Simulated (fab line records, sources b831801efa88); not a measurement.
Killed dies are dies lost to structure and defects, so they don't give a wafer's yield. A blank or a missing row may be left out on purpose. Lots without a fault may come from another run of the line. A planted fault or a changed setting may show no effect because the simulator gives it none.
fab line records | flow gf180mcu
record lots=13 wafers=39 last_day=34
route steps=602 shown STI@31 VT_IMPLANT@127 POLY_GATE@174 SAB@273
lots that met no fault: from a run of the same line without faults
start_h: hours from the record's first day to the start of the lot's first wafer shown | wait_h: hours since the lot's step before | " the same as in the row above | L1.1+2: a row that stands for several wafers | - no value, or no start given | * or withheld: withheld | < > ~ a bound
route shown NAME@n: a module of which the file shows steps, and the number in the route of the first | usual: mean/standard deviation of fault-free wafers | same: alike in all rows | chamber/n: place in a boat | sites: the reading at each site | _std_site: their standard deviation | _edge_site: outer sites' mean less inner sites' | radius_mm: how far each site lies from the wafer's centre | mask NAME#n: copy n | behind: the tool/chamber that last shaped the wafer | hold: why the lot was held/for how many hours/how that ended | device: the transistor (n, p or np) that didn't switch | end of line: the same wafers' tests at the end of the route | a step without rows: its recipe alone | killed: dies lost to structure and defects at the first sort, not the wafer's yield | map: a wafer's dies, x killed, . not, _ none there
set.NAME: the setting as run; set.NAME@STEP: as run at that earlier step | model.NAME: the simulator's own value behind a step, which no gauge read
steps of the route over a sample of lots; a table a step, a row a wafer
services: from which hour (start_h, from the record's first day; less than 0 if before it) a tool's chamber was out of use, for how many hours, and why
## steps
# step GF_STI_THK_MEAS_30
# recipe reads=SiO2_of_STI_OXIDATION_29
# usual STI_OXIDATION_02_THK=10.01/0.18
# columns lot.wafer tool chamber start_h wait_h STI_OXIDATION_02_THK[nm]
L653.2 film_metro-01 - 30.69 0.0 10.19
L653.5 " - " " 10.41
L653.6 " - " " 10.40
L654.1 film_metro-01 - 35.01 0.0 10.06
L654.3 " - " " 10.19
L654.5 " - " " 10.24
L655.2 film_metro-01 - 40.78 0.0 10.24
L655.5 " - " " 10.16
L655.6 " - " " 10.30
L656.1 film_metro-01 - 45.75 0.0 10.17
L656.3 " - " " 10.28
L656.5 " - " " 10.30
L657.2 film_metro-01 - 50.98 0.0 9.94
L657.3 " - " " 10.02
L657.5 " - " " 9.84
L660.1 film_metro-01 - 66.20 0.0 9.95
L660.2 " - " " 9.83
L660.6 " - " " 9.96
L661.1 film_metro-02 - 71.84 0.0 10.30
L661.2 " - " " 10.36
L661.5 " - " " 10.30
L664.2 film_metro-01 - 88.50 0.0 10.11
L664.3 " - " " 9.91
L664.5 " - " " 10.07
L665.1 film_metro-01 - 93.37 0.0 9.84
L665.3 " - " " 9.82
L665.6 " - " " 9.72
L666.1 film_metro-04 - 97.25 0.0 10.16
L666.3 " - " " 10.16
L666.6 " - " " 9.95
L669.1 film_metro-04 - 111.70 0.0 10.21
L669.2 " - " " 10.28
L669.4 " - " " 10.29
L670.1 film_metro-01 - 118.91 0.0 9.81
L670.4 " - " " 9.69
L670.5 " - " " 9.67
L676.3 film_metro-04 - 149.17 0.0 10.01
L676.4 " - " " 9.97
L676.6 " - " " 9.93
# step GF_VT_IMPLANT_EXPOSE_37
# recipe mask_id=Nwell_HV_AREA target_cd_nm=860 na=0.6 source_shape=conventional sigma_outer=0.6 dose_mj=140
# columns lot.wafer tool chamber start_h wait_h mask
L653.2+5+6 iline_stepper-01 0 150.09 - Nwell_HV_AREA#0
L654.1+3+5 iline_stepper-02 0 154.89 - Nwell_HV_AREA#0
L655.2+5+6 iline_stepper-01 0 161.35 - Nwell_HV_AREA#0
L656.1+3+5 iline_stepper-02 0 169.05 - Nwell_HV_AREA#0
L657.2+3+5 iline_stepper-02 0 175.03 - Nwell_HV_AREA#0
L660.1+2+6 iline_stepper-01 0 193.72 - Nwell_HV_AREA#0
L661.1+2+5 iline_stepper-02 0 201.70 - Nwell_HV_AREA#0
L664.2+3+5 iline_stepper-02 0 222.96 - Nwell_HV_AREA#0
L665.1+3+6 iline_stepper-01 0 227.93 - Nwell_HV_AREA#0
L666.1+3+6 iline_stepper-01 0 232.86 - Nwell_HV_AREA#0
L669.1+2+4 iline_stepper-01 0 251.39 - Nwell_HV_AREA#0
L670.1+4+5 iline_stepper-01 0 260.47 - Nwell_HV_AREA#0
L676.3+4+6 iline_stepper-01 0 301.58 - Nwell_HV_AREA#0
# step GF_VT_IMPLANT_OVL_MEAS_40
# usual VT_IMPLANT_03_OVL=-1.2/1.4
# columns lot.wafer tool chamber start_h wait_h VT_IMPLANT_03_OVL[nm]
L653.2 overlay-02 - 157.76 0.1 0.2
L653.5 " - " " -2.7
L653.6 " - " " -0.8
L654.1 overlay-02 - 162.87 0.1 -0.3
L654.3 " - " " 0.1
L654.5 " - " " 0.1
L655.2 overlay-02 - 169.02 0.1 0.6
L655.5 " - " " -1.1
L655.6 " - " " -0.3
L656.1 overlay-02 - 176.42 0.1 -1.8
L656.3 " - " " -1.2
L656.5 " - " " -1.7
L657.2 overlay-02 - 183.13 0.1 -119.7
L657.3 " - " " -118.9
L657.5 " - " " -117.5
L660.1 overlay-01 - 201.87 0.1 -1.1
L660.2 " - " " -1.7
L660.6 " - " " -1.8
L661.1 overlay-02 - 209.61 0.1 -119.3
L661.2 " - " " -117.8
L661.5 " - " " -119.0
L664.2 overlay-02 - 231.66 0.1 -119.4
L664.3 " - " " -119.4
L664.5 " - " " -119.9
L665.1 overlay-02 - 237.07 0.1 2.0
L665.3 " - " " -0.3
L665.6 " - " " -1.3
L666.1 overlay-01 - 241.72 0.1 -0.8
L666.3 " - " " -2.3
L666.6 " - " " -0.7
L669.1 overlay-02 - 260.27 0.1 0.0
L669.2 " - " " -2.0
L669.4 " - " " -0.8
L670.1 overlay-01 - 270.17 0.1 1.0
L670.4 " - " " 0.1
L670.5 " - " " -0.4
L676.3 overlay-02 - 311.32 0.1 -2.5
L676.4 " - " " -3.2
L676.6 " - " " -2.3
# step GF_POLY_GATE_THK_MEAS_17
# recipe reads=SiO2_of_POLY_GATE_OXIDATION_16
# usual POLY_GATE_OXIDATION_THK=4.01/0.089
# columns lot.wafer tool chamber start_h wait_h POLY_GATE_OXIDATION_THK[nm]
L653.2 film_metro-01 - 198.27 0.0 4.01
L653.5 " - " " 4.06
L653.6 " - " " 4.05
L654.1 film_metro-03 - 205.49 0.0 4.13
L654.3 " - " " 4.14
L654.5 " - " " 4.14
L655.2 film_metro-01 - 210.78 0.0 4.02
L655.5 " - " " 4.13
L655.6 " - " " 4.22
L656.1 film_metro-03 - 218.32 0.0 3.95
L656.3 " - " " 4.02
L656.5 " - " " 3.88
L657.2 film_metro-03 - 225.53 0.0 4.14
L657.3 " - " " 4.12
L657.5 " - " " 4.18
L660.1 film_metro-01 - 245.49 0.0 4.07
L660.2 " - " " 4.12
L660.6 " - " " 4.08
L661.1 film_metro-04 - 253.47 0.0 3.88
L661.2 " - " " 3.89
L661.5 " - " " 3.97
L664.2 film_metro-04 - 277.77 0.0 3.88
L664.3 " - " " 3.97
L664.5 " - " " 3.99
L665.1 film_metro-03 - 284.26 0.0 3.99
L665.3 " - " " 4.07
L665.6 " - " " 4.04
L666.1 film_metro-01 - 288.46 0.0 3.95
L666.3 " - " " 3.99
L666.6 " - " " 3.98
L669.1 film_metro-03 - 308.42 0.0 4.01
L669.2 " - " " 4.04
L669.4 " - " " 4.05
L670.1 film_metro-04 - 316.97 0.0 4.10
L670.4 " - " " 4.11
L670.5 " - " " 4.06
L676.3 film_metro-04 - 361.21 0.0 3.93
L676.4 " - " " 3.90
L676.6 " - " " 3.91
# step GF_SAB_CD_MEAS_09
# recipe target_cd_nm=420
# usual cd_nm=420.0/2
# columns lot.wafer tool chamber start_h wait_h cd_nm
L653.2 cd_sem-01 - 337.13 0.1 421.8
L653.5 " - " " 424.8
L653.6 " - " " 424.2
L654.1 cd_sem-02 - 347.52 0.1 421.6
L654.3 " - " " 419.9
L654.5 " - " " 421.3
L655.2 cd_sem-01 - 352.83 0.1 417.6
L655.5 " - " " 419.6
L655.6 " - " " 417.8
L656.1 cd_sem-02 - 363.00 0.1 418.9
L656.3 " - " " 419.3
L656.5 " - " " 420.7
L657.2 cd_sem-01 - 370.58 0.1 421.7
L657.3 " - " " 423.2
L657.5 " - " " 421.5
L660.1 cd_sem-01 - 397.15 0.1 418.4
L660.2 " - " " 418.7
L660.6 " - " " 418.5
L661.1 cd_sem-01 - 403.10 0.1 424.4
L661.2 " - " " 423.8
L661.5 " - " " 422.2
L664.2 cd_sem-01 - 436.12 0.1 420.9
L664.3 " - " " 420.5
L664.5 " - " " 419.4
L665.1 cd_sem-01 - 441.05 0.1 422.7
L665.3 " - " " 419.6
L665.6 " - " " 420.1
L666.1 cd_sem-02 - 447.86 0.1 419.4
L666.3 " - " " 420.2
L666.6 " - " " 419.2
L669.1 cd_sem-01 - 471.86 0.1 421.6
L669.2 " - " " 420.5
L669.4 " - " " 419.1
L670.1 cd_sem-01 - 482.61 0.1 416.2
L670.4 " - " " 418.1
L670.5 " - " " 418.6
L676.3 cd_sem-01 - 532.49 0.1 421.9
L676.4 " - " " 419.7
L676.6 " - " " 421.4
## services
# columns tool chamber start_h hours kind
iline_stepper-01 - 162.67 13.9 repair
## key
first_sign step=GF_VT_IMPLANT_OVL_MEAS_40 reading=VT_IMPLANT_03_OVL direction=down sigmas=83 usual=-1.2 struck=-119.0
effect none on later readings
met_at GF_VT_IMPLANT_EXPOSE_37
struck_lots L657,L661,L664
tester_left_out L657,L661,L664
not_acting_at GF_STI_THK_MEAS_30,GF_POLY_GATE_THK_MEAS_17,GF_SAB_CD_MEAS_09
onset_between 169.05 175.03
fault kind=scanner_matching_overlay tool=iline_stepper-02 chamber=- onset_h=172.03 steps=GF_VT_IMPLANT_EXPOSE_37 offset=-117.9
# tester_left_out: of these lots the tester's yield and bins aren't shown, on N5 and GAA mostly nor the transistor test; their killed dies are dies lost to structure and defects alone, not to doping, threshold or leakage, so they don't give the yield
